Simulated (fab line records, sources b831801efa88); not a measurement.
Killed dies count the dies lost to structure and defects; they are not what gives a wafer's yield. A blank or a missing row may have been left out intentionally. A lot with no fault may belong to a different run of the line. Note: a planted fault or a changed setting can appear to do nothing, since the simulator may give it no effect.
Lot-split experiment ; flow gf180mcu ; 5 lots, 23 wafers read, on a route of 602 steps

== THE SPLIT ITSELF ==
At GF_SAB_COAT_04 (resist thk 1000 nm), the setting spin_rpm was moved away from the recipe's 3000 rpm on 11 of the 23 wafers read, by -2.4% to +7.4%. For the rest of the wafers, this setting stayed at what the recipe calls for.

The split's own step is where the reading is taken.

== THE READING ==
NOVOLAK_of_SAB_COAT_04.thk_nm (the simulator's own value, which no gauge read), in nm, at GF_SAB_COAT_04 (resist thk 1000 nm). No usual value for it is given in the file. Here, 12 wafers ran the recipe; their average is 1000.7 nm with a standard deviation of 2.6 nm.

wafer;tool, chamber at the split;spin_rpm as run, rpm;against the recipe;NOVOLAK_of_SAB_COAT_04.thk_nm, nm;against lot-mates on the recipe
L074.1;litho_track-04, 0;3222;+7.4%;971.8;-32.7
L074.2;litho_track-04, 0;3000;recipe;1005;-
L074.3;litho_track-04, 0;3222;+7.4%;970.5;-34.0
L074.4;litho_track-04, 0;3000;recipe;1004;-
L074.6;litho_track-04, 0;3222;+7.4%;971;-33.5
L076.1;litho_track-03, 0;3086;+2.9%;986.9;-14.1
L076.2;litho_track-03, 0;3086;+2.9%;986;-15.0
L076.4;litho_track-03, 0;3000;recipe;1000;-
L076.5;litho_track-03, 0;3086;+2.9%;988;-13.0
L076.6;litho_track-03, 0;3000;recipe;1002;-
L077.1;litho_track-04, 0;3000;recipe;997.7;-
L077.5;litho_track-04, 0;3000;recipe;996.4;-
L077.6;litho_track-04, 0;3000;recipe;999.2;-
L078.1;litho_track-03, 0;2939;-2.0%;1008;+8.7
L078.2;litho_track-03, 0;2939;-2.0%;1011;+11.7
L078.4;litho_track-03, 0;3000;recipe;998.4;-
L078.5;litho_track-03, 0;3000;recipe;999.4;-
L078.6;litho_track-03, 0;3000;recipe;1000;-
L080.2;litho_track-03, 0;3000;recipe;1004;-
L080.3;litho_track-03, 0;2927;-2.4%;1015;+12.0
L080.4;litho_track-03, 0;2927;-2.4%;1011;+8.0
L080.5;litho_track-03, 0;3000;recipe;1002;-
L080.6;litho_track-03, 0;2927;-2.4%;1013;+10.0

THE FIT
A straight line over all 23 wafers: NOVOLAK_of_SAB_COAT_04.thk_nm changes by -4.21 nm for each +1% of spin_rpm; r = -0.98; the points scatter about the line by 2.4 nm.
The same after taking each lot's own level away (the mean of its wafers on the recipe; 23 wafers): -4.53 nm for each +1%; r = -1.00; scatter 1.3 nm.
According to that fit, moving spin_rpm by its largest amount changes the reading by 34 nm.
The lots' own levels span 997.77 to 1004.50 nm, that is 2.6 times the standard deviation above.
The two slopes agree, so the slope changes little with the lot-to-lot level.
Check: for one of the wafers moved furthest among these (+7.4%), held out of the fit, the line's prediction against its lot-mates is -34 nm. It came out at -32.7 nm against them.

== THESE WAFERS: OTHER SPLITS ==
Before the reading, these wafers also passed through other splits. Each is held against what the fit with the lots' levels taken away leaves over:
other split on the same wafers;wafers away from the commonest value;r with NOVOLAK_of_SAB_COAT_04.thk_nm (lot level and that fit taken away)
GF_NSD_DEVELOP_06 develop_time_s;8;-0.41
GF_PSD_DEVELOP_06 develop_time_s;7;-0.08

== THE WHOLE CHAIN: every reading that the file lists as answering this split, in the file's order ==
step;what it does;reading;change (the file's fit);r (the file's)
GF_SAB_COAT_04;resist thk 1000 nm;NOVOLAK_of_SAB_COAT_04.thk_nm (the simulator's own value, which no gauge read);-4.52 nm for each +1% of the setting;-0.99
GF_SAB_STRIP_13;strips in O2/N2;strip_time_to_endpoint_s;withheld for each +1% of the setting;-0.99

== THE FILE'S OWN FIT ==
NOVOLAK_of_SAB_COAT_04.thk_nm changes by -4.52 nm for each +1% of spin_rpm, r = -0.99.
